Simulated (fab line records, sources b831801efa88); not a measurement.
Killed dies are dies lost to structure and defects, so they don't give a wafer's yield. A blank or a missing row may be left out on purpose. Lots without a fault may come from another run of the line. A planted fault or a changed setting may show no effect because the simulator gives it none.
One fault seen from 2 desks | flow sky130 | each desk has only its own numbers; what lay behind them comes last

THE METROLOGY DESK
What the gauges read, lot by lot, whatever tool the lot ran on: means of the sampled wafers that have a number. A lot is out of limits, marked OUT, if its mean lies more than 4 standard deviations from the usual mean; the brackets give that distance.
Columns: A = NWELL_TW at SKY_NWELL_TW_MEAS_15, usual 1812; B = CONTACT_W_RS at SKY_CONTACT_RS_MEAS_25, usual 0.338 ohm/sq; C = CONTACT_W_THK at SKY_CONTACT_THK_MEAS_26, usual 335 nm
lot  | first seen here | A    | B                | C
L785 | day 5 17:44     | 1824 | 0.504 (+33) OUT  | 228 (-18) OUT
L786 | day 6 00:22     | 1792 | 0.410 (+14) OUT  | 290 (-7.4) OUT
L789 | day 6 17:59     | 1824 | 0.386 (+9.5) OUT | 306 (-4.8) OUT
L794 | day 7 21:30     | 1816 | 0.343            | 326
L793 | day 7 22:03     | 1830 | 0.337            | 333
L797 | day 8 17:01     | 1829 | 0.334            | 339
L798 | day 9 01:38     | 1784 | 0.339            | 334
L799 | day 9 04:42     | 1786 | 0.341            | 331
L800 | day 9 10:29     | 1813 | 0.339            | 335
L801 | day 9 19:06     | 1786 | 0.340            | 332
This desk's finding: out of limits on L785, L786, L789; first on L785, day 33 02:40 (CONTACT_W_RS at SKY_CONTACT_RS_MEAS_25). In limits: L794, L793, L797, L798, L799, L800, L801.

THE TOOL OWNER'S DESK: cvd_w-01
The tool's own readings at SKY_CONTACT_CVD_24 (deposits W, target thk 340 nm, time 102.12 s): means of the sampled wafers that have a number, for each lot that ran on this tool. A lot is out of limits, marked OUT, if its mean lies more than 4 standard deviations from the usual mean; the brackets give that distance.
Columns: A = heater_power_w at SKY_CONTACT_CVD_24, usual 906 W; B = susceptor_temp_C at SKY_CONTACT_CVD_24, usual 399.98 C
lot  | first seen here | A   | B
L785 | day 33 02:32    | 888 | 399.91
L786 | day 33 13:20    | 880 | 400.03
L789 | day 34 09:11    | 855 | 399.91
L797 | day 37 01:24    | 929 | 399.68
L798 | day 37 16:26    | 783 | 399.94
This desk's finding: nothing out of limits on any of the 5 lots.

PUT TOGETHER
The metrology desk could have raised an alarm at day 33 02:40, on L785, L786, L789.
The tool owner's desk saw nothing out of limits.
The tool owner's desk has L785, L786, L789 on record, within its limits.
Of the lots named, all ran SKY_CONTACT_CVD_24 on cvd_w-01.

WHAT THE SIMULATOR HAD PUT IN
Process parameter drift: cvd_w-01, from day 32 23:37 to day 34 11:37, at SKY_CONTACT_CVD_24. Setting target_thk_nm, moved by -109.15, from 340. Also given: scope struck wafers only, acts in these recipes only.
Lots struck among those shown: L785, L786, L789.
Hours from the fault's start to each desk's first reading out of limits: the metrology desk, 3.
